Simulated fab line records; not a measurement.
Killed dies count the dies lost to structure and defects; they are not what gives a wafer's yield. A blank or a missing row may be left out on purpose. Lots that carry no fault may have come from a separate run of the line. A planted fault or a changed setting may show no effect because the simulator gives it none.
The tool behind it: which one?    flow sky130    12 lots, 36 wafers sampled, at 1 step of a route of 708

## WHAT THE GAUGES READ, wafer by wafer
SKY_VIA2_THK_MEAS_01.
lot   measured      on             VIA2_HDPCVD_THK (nm)
L075  day 36 02:34  film metro-02  1192 1183 1188
L077  day 36 21:55  film metro-03  1199 1212 1211
L078  day 37 05:33  film metro-02  1187 1160 1192
L081  day 38 02:03  film metro-03  1183 1188 1175
L083  day 38 18:04  film metro-03  1185 1184 1197
L084  day 39 04:28  film metro-02  1169 1177 1167
L087  day 40 05:40  film metro-03  1172 1159 1174
L089  day 41 01:23  film metro-03  1184 1173 1184
L091  day 41 20:14  film metro-01  1177 1158 1177
L093  day 42 06:55  film metro-01  1192 1197 1190
L096  day 42 12:53  film metro-02  1191 1176 1167
L097  day 42 18:38  film metro-03  1176 1189 1195

## WHAT TOOL EACH LOT RAN ON (gives the tool, then ch and the chambers of the sampled wafers, and finally the start)
Record: no process step prior to these readings.

## THE ANSWER, worked out from the rows above alone
Rule: what is usual is taken from the lots themselves. Put in order of their means at a reading, lots are off if they are a third of the lots or fewer, leave a main group of 4 or more, and stand apart from it by a gap of 3 or more times the standard deviation of the main group's means; of several such gaps the widest counts. Not used: any main group whose means are identical at the precision the tables above print for the reading. Also off: a lot with no number at a reading for which 4 or more lots have one. Any other lot the step has rows for is counted as sound.
No lot is off at any reading shown: from this, nothing can be told.

## WHAT HAD BEEN PUT IN BY THE SIMULATOR
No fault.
